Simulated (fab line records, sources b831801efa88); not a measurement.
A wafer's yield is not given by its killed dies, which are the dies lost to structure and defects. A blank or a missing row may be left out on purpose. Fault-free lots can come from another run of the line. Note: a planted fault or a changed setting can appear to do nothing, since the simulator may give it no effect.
fab line records	flow gf180mcu	part 1 of 2: steps 1 to 28 of 37
record lots=5	wafers=15	lastDay=34
route steps=602 shown M3@422 V3@429 M4@456
lots that met no fault: taken from a fault-free run of the same line
startH: the number of hours between the record's first day and the start of the first shown wafer of the lot	waitH: how many hours have passed since the lot's step before this one	" unchanged from the row above	L1.1+2: a row that stands for several wafers	- either no value or no given start	* or withheld: withheld	< > ~ a bound
route shown NAME@n: a module of which the file shows steps, and the number in the route of the first	usual: mean and standard deviation over wafers with no fault	same: alike in all rows	chamber/n: place in a boat	sites: each site's reading	_std_site: how widely they spread, as a standard deviation	_edge_site: inner sites' mean taken away from outer sites' mean	radiusMm: how far each site lies from the wafer's centre	mask NAME#n: copy n	behind: the most recent tool/chamber to have shaped the wafer	hold: why the lot went on hold/how many hours it stayed there/how the hold came to an end	device: the transistor (n, p or np) that didn't switch	end of line: the route-end tests of the same wafers	a step with no rows: only its recipe	killed: not the wafer's yield, but the dies lost to structure and defects at the first sort	map: a wafer's dies, x killed, . not, _ none there
set.NAME: the setting the step ran with; set.NAME@STEP: the setting that earlier step ran with	model.NAME: the simulator's own value behind a step, which no gauge read
lots seen at some steps along the route; tables by step, rows by wafer
services: the hour from which a tool's chamber was out of use, counted from the record's first day as startH (under 0 if before that day), plus the number of hours and why
## steps
# step GF_M3_DEVELOP_13
# recipe developTimeS=60	devTempC=21
lot.wafer	tool	chamber	startH	waitH
L075.2+5+6	lithoTrack-03	0	501.98	0.2
L090.1+2+4	lithoTrack-02	0	628.44	0.2
L091.2+3+6	lithoTrack-03	0	633.13	0.2
L095.1+3+4	lithoTrack-03	0	657.35	0.2
L096.4+5+6	lithoTrack-03	0	666.07	0.1
# step GF_M3_CD_MEAS_14
# recipe targetCdNm=280
# usual cdNm=280.2/1.2
lot.wafer	tool	chamber	startH	waitH	cdNm
L075.2	cdSem-02	-	502.12	0.1	278.0
L075.5	"	-	"	"	278.1
L075.6	"	-	"	"	279.7
L090.1	cdSem-02	-	628.59	0.1	279.6
L090.2	"	-	"	"	279.2
L090.4	"	-	"	"	279.2
L091.2	cdSem-02	-	633.27	0.1	278.9
L091.3	"	-	"	"	279.0
L091.6	"	-	"	"	278.9
L095.1	cdSem-01	-	657.50	0.1	278.9
L095.3	"	-	"	"	279.2
L095.4	"	-	"	"	279.6
L096.4	cdSem-01	-	666.21	0.1	279.1
L096.5	"	-	"	"	279.4
L096.6	"	-	"	"	278.7
# step GF_M3_OVL_MEAS_15
# usual M3_OVL=0/5.7
lot.wafer	tool	chamber	startH	waitH	M3_OVL[nm]
L075.2	overlay-02	-	502.23	0.1	0
L075.5	"	-	"	"	2
L075.6	"	-	"	"	-6
L090.1	overlay-01	-	628.71	0.1	0
L090.2	"	-	"	"	-10
L090.4	"	-	"	"	-12
L091.2	overlay-02	-	633.38	0.1	-6
L091.3	"	-	"	"	-7
L091.6	"	-	"	"	-1
L095.1	overlay-01	-	657.62	0.1	-4
L095.3	"	-	"	"	2
L095.4	"	-	"	"	-3
L096.4	overlay-01	-	666.29	0.1	2
L096.5	"	-	"	"	0
L096.6	"	-	"	"	3
# step GF_M3_METAL_ETCH_16
# recipe chemistry=Cl2/BCl3	maskMaterial=KrF	targetDepthNm=627.5	stopOn=SiO2	pressureMtorr=8	icpW=800	biasW=140	Cl2_flow_sccm=80	bcl3FlowSccm=40	timeS=104.6
# usual drypumpMotorCurrentA=5.93/0.21	oesProductAu=0.970/0.0066	throttleValvePct=28.251/0.01
lot.wafer	tool	chamber	startH	waitH	drypumpMotorCurrentA	oesProductAu	rfHoursCounterH	throttleValvePct
L075.2	rieMetal-04	0	502.26	0.0	6.01	0.965	7	28.249
L075.5	"	1	"	"	6.05	0.968	-	28.246
L075.6	"	0	"	"	6.01	0.964	-	28.244
L090.1	rieMetal-03	1	628.75	0.0	6.01	0.969	5	28.252
L090.2	"	0	"	"	6.00	0.973	8	28.240
L090.4	"	0	"	"	6.00	0.974	-	28.242
L091.2	rieMetal-03	1	633.41	0.0	6.04	0.977	5	28.239
L091.3	"	0	"	"	5.98	0.962	-	28.262
L091.6	"	0	"	"	5.98	0.976	-	28.256
L095.1	rieMetal-04	0	657.66	0.0	6.01	0.966	12	28.253
L095.3	"	0	"	"	6.01	0.973	-	28.249
L095.4	"	1	"	"	6.05	0.962	-	28.268
L096.4	rieMetal-03	1	666.34	0.0	6.04	0.981	-	28.256
L096.5	"	1	"	"	6.04	0.976	-	28.256
L096.6	"	0	"	"	5.95	0.969	-	28.227
# step GF_M3_STRIP_17
# recipe chemistry=O2/N2	powerW=1400	pressureMtorr=1500	platenTempC=250	o2FlowSccm=3000	n2FlowSccm=300	overashFraction=0.5
# usual drypumpMotorCurrentA=5.8/0.48	heaterPowerW=346/18	oesProductAu=0.558/0.0053	stripTimeToEndpointS=7.87/0.07
lot.wafer	tool	chamber	startH	waitH	drypumpMotorCurrentA	heaterPowerW	oesProductAu	rfHoursCounterH	stripTimeToEndpointS
L075.2	plasmaAsher-02	0	502.37	0.1	6.6	337	0.558	8	7.92
L075.5	"	1	"	"	5.6	366	0.565	-	7.89
L075.6	"	0	"	"	6.6	344	0.561	-	7.91
L090.1	plasmaAsher-02	1	628.86	0.1	5.6	370	0.551	21	7.80
L090.2	"	0	"	"	6.6	338	0.555	21	7.80
L090.4	"	0	"	"	6.6	332	0.558	-	7.84
L091.2	plasmaAsher-04	0	633.52	0.1	5.7	330	0.555	54	7.84
L091.3	"	1	"	"	5.4	345	0.559	-	7.85
L091.6	"	1	"	"	5.4	351	0.551	-	7.84
L095.1	plasmaAsher-04	0	657.77	0.1	5.7	321	0.561	57	7.94
L095.3	"	1	"	"	5.4	354	0.561	-	7.92
L095.4	"	0	"	"	5.7	326	0.563	-	7.88
L096.4	plasmaAsher-02	0	666.45	0.1	6.6	335	0.558	-	7.81
L096.5	"	0	"	"	6.6	333	0.551	-	7.82
L096.6	"	1	"	"	5.6	371	0.556	-	7.92
# step GF_M3_STRIP_18
# recipe chemistry=postEtchResidueRemover	timeS=1200	tempC=72.5
# usual tempC=72.49/0.13
lot.wafer	tool	chamber	startH	waitH	tempC
L075.2	wetBench-01	3	502.47	0.1	72.55
L075.5	"	3	"	"	72.58
L075.6	"	3	"	"	72.52
L090.1	wetBench-03	2	628.96	0.1	72.61
L090.2	"	2	"	"	72.70
L090.4	"	2	"	"	72.44
L091.2	wetBench-03	1	633.62	0.1	72.54
L091.3	"	1	"	"	72.50
L091.6	"	1	"	"	72.67
L095.1	wetBench-01	1	657.87	0.1	72.46
L095.3	"	1	"	"	72.62
L095.4	"	1	"	"	72.53
L096.4	wetBench-04	0	666.52	0.0	72.48
L096.5	"	0	"	"	72.45
L096.6	"	0	"	"	72.49
# step GF_M3_CLEAN_19
# recipe chemistry=DIW	dry=n2Spin
lot.wafer	tool	chamber	startH	waitH
L075.2+5+6	wetBench-04	0	502.81	0.0
L090.1+2+4	wetBench-04	3	629.33	0.0
L091.2+3+6	wetBench-01	1	633.96	0.0
L095.1+3+4	wetBench-03	0	658.21	0.0
L096.4+5+6	wetBench-01	3	666.86	0.0
# step GF_V3_CVD_00
# recipe material=SiO2	targetThkNm=600	sigmaOpenFrac=0.3	tempC=400	timeS=100	sih4FlowSccm=60	pressureMtorr=6
# usual sih4FlowSccm=60.00/0.19	susceptorTempC=399.99/0.22
lot.wafer	tool	chamber	startH	waitH	sih4FlowSccm	susceptorTempC
L075.2	hdpcvd-01	2	502.91	0.0	59.83	399.90
L075.5	"	2	"	"	60.11	399.91
L075.6	"	1	"	"	60.10	400.30
L090.1	hdpcvd-02	0	629.53	0.0	59.90	399.52
L090.2	"	2	"	"	60.01	399.97
L090.4	"	0	"	"	59.98	399.56
L091.2	hdpcvd-01	0	634.06	0.0	59.94	399.71
L091.3	"	1	"	"	60.02	399.69
L091.6	"	0	"	"	60.10	400.08
L095.1	hdpcvd-02	1	658.30	0.0	60.21	400.10
L095.3	"	0	"	"	59.91	399.87
L095.4	"	2	"	"	60.31	399.89
L096.4	hdpcvd-02	2	666.99	0.0	59.95	400.10
L096.5	"	0	"	"	60.31	400.29
L096.6	"	1	"	"	60.27	399.96
# step GF_V3_THK_MEAS_01
# recipe reads=SiO2_of_V3_CVD_00
# usual V3_CVD_00_THK=599/6.5
lot.wafer	tool	chamber	startH	waitH	V3_CVD_00_THK[nm]
L075.2	filmMetro-04	-	502.99	0.0	604
L075.5	"	-	"	"	594
L075.6	"	-	"	"	602
L090.1	filmMetro-04	-	629.60	0.0	590
L090.2	"	-	"	"	597
L090.4	"	-	"	"	594
L091.2	filmMetro-01	-	634.14	0.0	593
L091.3	"	-	"	"	606
L091.6	"	-	"	"	596
L095.1	filmMetro-04	-	658.37	0.0	594
L095.3	"	-	"	"	592
L095.4	"	-	"	"	585
L096.4	filmMetro-04	-	667.05	0.0	610
L096.5	"	-	"	"	607
L096.6	"	-	"	"	599
# step GF_V3_CVD_02
# recipe material=SiO2	targetThkNm=850	precursor=TEOS	tempC=400	timeS=94.851	rfW=600
# usual heaterPowerOuterW=371/43	heaterPowerW=641/69	susceptorTempC=400.00/0.23
lot.wafer	tool	chamber	startH	waitH	heaterPowerOuterW	heaterPowerW	susceptorTempC
L075.2	pecvd-01	0	503.04	0.0	361	584	399.98
L075.5	"	0	"	"	384	601	400.03
L075.6	"	1	"	"	346	594	399.87
L090.1	pecvd-03	1	629.66	0.1	438	687	399.95
L090.2	"	0	"	"	315	561	400.01
L090.4	"	0	"	"	358	609	399.80
L091.2	pecvd-03	2	634.19	0.0	320	546	399.87
L091.3	"	0	"	"	368	627	400.00
L091.6	"	2	"	"	356	606	399.73
L095.1	pecvd-01	2	658.43	0.1	357	662	400.20
L095.3	"	1	"	"	453	737	399.65
L095.4	"	1	"	"	350	598	399.59
L096.4	pecvd-01	1	667.12	0.1	409	697	400.13
L096.5	"	2	"	"	297	552	400.49
L096.6	"	0	"	"	284	492	399.69
# step GF_V3_THK_MEAS_03
# recipe reads=SiO2_of_V3_CVD_02
# usual V3_CVD_02_THK=846/12
lot.wafer	tool	chamber	startH	waitH	V3_CVD_02_THK[nm]
L075.2	filmMetro-03	-	503.12	0.0	837
L075.5	"	-	"	"	850
L075.6	"	-	"	"	857
L090.1	filmMetro-01	-	629.73	0.0	849
L090.2	"	-	"	"	839
L090.4	"	-	"	"	860
L091.2	filmMetro-03	-	634.27	0.0	829
L091.3	"	-	"	"	815
L091.6	"	-	"	"	828
L095.1	filmMetro-04	-	658.50	0.0	832
L095.3	"	-	"	"	826
L095.4	"	-	"	"	834
L096.4	filmMetro-03	-	667.18	0.0	840
L096.5	"	-	"	"	847
L096.6	"	-	"	"	854
# step GF_V3_CMP_04
# recipe material=SiO2	downForcePsi=4	platenRpm=60	padVelocityMS=0.94248
# usual headPressurePsi=4.002/0.0089	motorCurrentA=11.8/1.4	timeToEndpointS=79/6
lot.wafer	tool	chamber	startH	waitH	headPressurePsi	motorCurrentA	timeToEndpointS
L075.2	cmp-01	2	503.27	0.1	4.003	10.6	74
L075.5	"	0	"	"	3.999	14.1	78
L075.6	"	1	"	"	3.996	11.3	88
L090.2	cmp-02	3	629.79	0.0	4.006	11.4	76
L090.4	"	0	"	"	4.019	12.2	78
L090.1	"	1	"	"	3.985	11.5	81
L091.3	cmp-01	3	634.32	0.0	4.008	9.8	67
L091.2	"	2	"	"	4.017	11.4	70
L091.6	"	3	"	"	4.007	10.1	70
L095.4	cmp-02	0	658.61	0.1	3.996	11.8	67
L095.3	"	1	"	"	4.004	11.9	71
L095.1	"	2	"	"	4.010	14.1	74
L096.4	cmp-01	1	667.21	0.0	4.006	11.3	86
L096.6	"	1	"	"	3.992	10.8	90
L096.5	"	2	"	"	3.988	11.2	82
# step GF_V3_BOW_MEAS_05
# recipe mode=bow
# usual V3_BOW=118/8.4
lot.wafer	tool	chamber	startH	waitH	V3_BOW[um]
L075.2	filmMetro-01	-	503.49	0.2	123
L075.5	"	-	"	"	108
L075.6	"	-	"	"	113
L090.1	filmMetro-01	-	630.09	0.1	111
L090.2	"	-	"	"	127
L090.4	"	-	"	"	126
L091.2	filmMetro-03	-	634.64	0.1	125
L091.3	"	-	"	"	125
L091.6	"	-	"	"	121
L095.1	filmMetro-01	-	658.86	0.1	124
L095.3	"	-	"	"	122
L095.4	"	-	"	"	123
L096.4	filmMetro-04	-	667.57	0.3	125
L096.5	"	-	"	"	121
L096.6	"	-	"	"	121
# step GF_V3_DEHYDRATE_06
# recipe tempC=200	timeS=60
lot.wafer	tool	chamber	startH	waitH
L075.2+5+6	lithoTrack-04	0	514.61	11.1
L090.1+2+4	lithoTrack-03	0	639.30	9.2
L091.2+3+6	lithoTrack-03	0	644.13	9.5
L095.1+3+4	lithoTrack-03	0	668.60	9.7
L096.4+5+6	lithoTrack-03	0	676.47	8.9
# step GF_V3_HMDS_07
# recipe primeTimeS=60	primeTempC=120
lot.wafer	tool	chamber	startH	waitH
L075.2+5+6	lithoTrack-04	0	514.76	0.1
L090.1+2+4	lithoTrack-03	0	639.45	0.1
L091.2+3+6	lithoTrack-03	0	644.28	0.1
L095.1+3+4	lithoTrack-03	0	668.75	0.1
L096.4+5+6	lithoTrack-03	0	676.62	0.1
# step GF_V3_COAT_08
# recipe resist=BARC	tempC=withheld	timeS=withheld	spinRpm=withheld	resistThkNm=withheld
lot.wafer	tool	chamber	startH	waitH
L075.2+5+6	lithoTrack-04	0	514.91	0.1
L090.1+2+4	lithoTrack-03	0	639.60	0.1
L091.2+3+6	lithoTrack-03	0	644.43	0.1
L095.1+3+4	lithoTrack-03	0	668.90	0.1
L096.4+5+6	lithoTrack-03	0	676.77	0.1
# step GF_V3_COAT_09
# recipe resist=KrF	spinRpm=withheld	resistThkNm=1000
lot.wafer	tool	chamber	startH	waitH
L075.2+5+6	lithoTrack-04	0	-	-
L090.1+2+4	lithoTrack-03	0	-	-
L091.2+3+6	lithoTrack-03	0	-	-
L095.1+3+4	lithoTrack-03	0	-	-
L096.4+5+6	lithoTrack-03	0	-	-
# step GF_V3_SOFTBAKE_10
# recipe tempC=130	timeS=60	resist=KrF
lot.wafer	tool	chamber	startH	waitH
L075.2+5+6	lithoTrack-04	0	-	-
L090.1+2+4	lithoTrack-03	0	-	-
L091.2+3+6	lithoTrack-03	0	-	-
L095.1+3+4	lithoTrack-03	0	-	-
L096.4+5+6	lithoTrack-03	0	-	-
# step GF_V3_EXPOSE_11
# recipe maskId=Via3	targetCdNm=260	na=0.68	sourceShape=conventional	sigmaOuter=0.6	doseMj=38
# usual stageVelMmS=499.97/0.27
lot.wafer	tool	chamber	startH	waitH	mask	stageVelMmS
L075.2	krfScanner-02	0	-	-	Via3#0	500.37
L075.5	"	0	"	"	Via3#0	500.03
L075.6	"	0	"	"	Via3#0	499.96
L090.1	krfScanner-01	0	-	-	Via3#0	499.97
L090.2	"	0	"	"	Via3#0	500.02
L090.4	"	0	"	"	Via3#0	500.12
L091.2	krfScanner-02	0	-	-	Via3#0	499.75
L091.3	"	0	"	"	Via3#0	499.93
L091.6	"	0	"	"	Via3#0	499.97
L095.1	krfScanner-01	0	-	-	Via3#0	499.74
L095.3	"	0	"	"	Via3#0	499.84
L095.4	"	0	"	"	Via3#0	500.19
L096.4	krfScanner-01	0	-	-	Via3#0	499.97
L096.5	"	0	"	"	Via3#0	500.29
L096.6	"	0	"	"	Via3#0	499.90
# step GF_V3_PEB_12
# recipe pebTempC=135	pebTimeS=90	resist=KrF
lot.wafer	tool	chamber	startH	waitH
L075.2+5+6	lithoTrack-03	0	-	-
L090.1+2+4	lithoTrack-03	0	-	-
L091.2+3+6	lithoTrack-03	0	-	-
L095.1+3+4	lithoTrack-01	0	-	-
L096.4+5+6	lithoTrack-03	0	-	-
# step GF_V3_DEVELOP_13
# recipe developTimeS=60	resist=KrF	devTempC=21
lot.wafer	tool	chamber	startH	waitH
L075.2+5+6	lithoTrack-03	0	526.98	0.2
L090.1+2+4	lithoTrack-03	0	649.60	0.2
L091.2+3+6	lithoTrack-03	0	654.42	0.2
L095.1+3+4	lithoTrack-01	0	678.37	0.2
L096.4+5+6	lithoTrack-03	0	686.87	0.1
# step GF_V3_CD_MEAS_14
# recipe targetCdNm=260
# usual cdNm=260.1/1.3
lot.wafer	tool	chamber	startH	waitH	cdNm
L075.2	cdSem-01	-	527.12	0.1	257.5
L075.5	"	-	"	"	258.3
L075.6	"	-	"	"	257.9
L090.1	cdSem-02	-	649.75	0.1	259.0
L090.2	"	-	"	"	258.7
L090.4	"	-	"	"	260.1
L091.2	cdSem-02	-	654.57	0.1	261.3
L091.3	"	-	"	"	260.3
L091.6	"	-	"	"	259.9
L095.1	cdSem-01	-	678.52	0.1	261.0
L095.3	"	-	"	"	260.8
L095.4	"	-	"	"	261.2
L096.4	cdSem-02	-	687.01	0.1	261.0
L096.5	"	-	"	"	260.3
L096.6	"	-	"	"	259.8
# step GF_V3_OVL_MEAS_15
# usual V3_OVL=5/5.7
lot.wafer	tool	chamber	startH	waitH	V3_OVL[nm]
L075.2	overlay-01	-	527.23	0.1	4
L075.5	"	-	"	"	6
L075.6	"	-	"	"	7
L090.1	overlay-01	-	649.87	0.1	1
L090.2	"	-	"	"	7
L090.4	"	-	"	"	8
L091.2	overlay-02	-	654.68	0.1	1
L091.3	"	-	"	"	3
L091.6	"	-	"	"	8
L095.1	overlay-01	-	678.64	0.1	15
L095.3	"	-	"	"	20
L095.4	"	-	"	"	8
L096.4	overlay-02	-	687.09	0.1	10
L096.5	"	-	"	"	14
L096.6	"	-	"	"	1
# step GF_V3_ETCH_16
# recipe chemistry=N2/H2	targetDepthA=withheld	overetchA=withheld	timeS=withheld	target=BARC	ionEnergyEv=200	sourceW=500	biasW=100	pressureMtorr=30	n2FlowSccm=100	h2FlowSccm=200
# usual drypumpMotorCurrentA=5.4/0.47	oesProductAu=0.854/0.0048	throttleValvePct=13.224/0.009
lot.wafer	tool	chamber	startH	waitH	drypumpMotorCurrentA	oesProductAu	throttleValvePct
L075.2	rieDiel-04	0	527.26	0.0	4.8	0.846	13.210
L075.5	"	3	"	"	5.3	0.861	13.205
L075.6	"	2	"	"	4.7	0.858	13.240
L090.1	rieDiel-03	3	649.91	0.0	5.4	0.850	13.228
L090.2	"	1	"	"	5.7	0.856	13.213
L090.4	"	2	"	"	5.8	0.852	13.222
L091.2	rieDiel-03	2	654.71	0.0	5.8	0.854	13.223
L091.3	"	1	"	"	5.7	0.853	13.224
L091.6	"	0	"	"	6.5	0.856	13.219
L095.1	rieDiel-03	1	678.67	0.0	5.7	0.852	13.208
L095.3	"	2	"	"	5.8	0.854	13.222
L095.4	"	3	"	"	5.4	0.843	13.213
L096.4	rieDiel-04	3	687.13	0.0	5.3	0.853	13.229
L096.5	"	3	"	"	5.3	0.852	13.229
L096.6	"	2	"	"	4.8	0.858	13.220
# step GF_V3_ETCH_17
# recipe chemistry=C4F8/O2/Ar	maskMaterial=KrF	target=SiO2	stopOn=TiN	sourceW=1500	biasW=1200	pressureMtorr=40	c4f8FlowSccm=withheld	O2_flow_sccm=6	Ar_flow_sccm=300	timeS=withheld	targetDepthA=6350
# usual oesProductAu=0.856/0.0046
lot.wafer	tool	chamber	startH	waitH	oesProductAu
L075.2	rieDiel-04	0	-	-	0.857
L075.5	"	3	"	"	0.862
L075.6	"	2	"	"	0.857
L090.1	rieDiel-03	3	-	-	0.847
L090.2	"	1	"	"	0.852
L090.4	"	2	"	"	0.856
L091.2	rieDiel-03	2	-	-	0.853
L091.3	"	1	"	"	0.857
L091.6	"	0	"	"	0.855
L095.1	rieDiel-03	1	-	-	0.856
L095.3	"	2	"	"	0.860
L095.4	"	3	"	"	0.866
L096.4	rieDiel-04	3	-	-	0.857
L096.5	"	3	"	"	0.855
L096.6	"	2	"	"	0.863
# step GF_V3_STRIP_18
# recipe chemistry=O2/N2	powerW=1400	pressureMtorr=1500	platenTempC=250	o2FlowSccm=3000	n2FlowSccm=300	overashFraction=0.5
# usual drypumpMotorCurrentA=5.6/0.46	heaterPowerW=328/18	oesProductAu=0.591/0.0059
lot.wafer	tool	chamber	startH	waitH	drypumpMotorCurrentA	heaterPowerW	oesProductAu	rfHoursCounterH
L075.2	plasmaAsher-03	0	527.39	-	5.2	327	0.584	88
L075.5	"	0	"	"	5.2	325	0.581	-
L075.6	"	1	"	"	6.0	300	0.600	-
L090.1	plasmaAsher-01	0	650.03	-	5.7	320	0.597	88
L090.2	"	1	"	"	5.1	340	0.589	88
L090.4	"	0	"	"	5.7	315	0.604	-
L091.2	plasmaAsher-03	1	654.83	-	6.0	320	0.598	101
L091.3	"	1	"	"	6.0	311	0.586	-
L091.6	"	1	"	"	6.0	306	0.589	-
L095.1	plasmaAsher-03	0	678.80	-	5.2	330	0.591	103
L095.3	"	0	"	"	5.3	326	0.606	-
L095.4	"	1	"	"	6.0	314	0.592	-
L096.4	plasmaAsher-03	0	687.33	-	5.2	333	0.590	-
L096.5	"	0	"	"	5.2	321	0.585	-
L096.6	"	1	"	"	6.0	311	0.592	-
# step GF_V3_STRIP_19
# recipe chemistry=postEtchResidueRemover	timeS=1200	tempC=72.5
# usual tempC=72.50/0.12
lot.wafer	tool	chamber	startH	waitH	tempC
L075.2	wetBench-01	1	527.49	0.1	72.61
L075.5	"	1	"	"	72.70
L075.6	"	1	"	"	72.77
L090.1	wetBench-04	3	650.13	0.1	72.47
L090.2	"	3	"	"	72.37
L090.4	"	3	"	"	72.39
L091.2	wetBench-02	0	654.93	0.1	72.50
L091.3	"	0	"	"	72.52
L091.6	"	0	"	"	72.47
L095.1	wetBench-04	2	678.90	0.1	72.39
L095.3	"	2	"	"	72.31
L095.4	"	2	"	"	72.36
L096.4	wetBench-04	1	687.40	0.0	72.65
L096.5	"	1	"	"	72.68
L096.6	"	1	"	"	72.78
# step GF_V3_CLEAN_20
# recipe chemistry=DIW	dry=n2Spin
lot.wafer	tool	chamber	startH	waitH
L075.2+5+6	wetBench-02	3	527.83	0.0
L090.1+2+4	wetBench-01	2	650.51	0.0
L091.2+3+6	wetBench-02	3	655.28	0.0
L095.1+3+4	wetBench-01	3	679.24	0.0
L096.4+5+6	wetBench-02	0	687.74	0.0
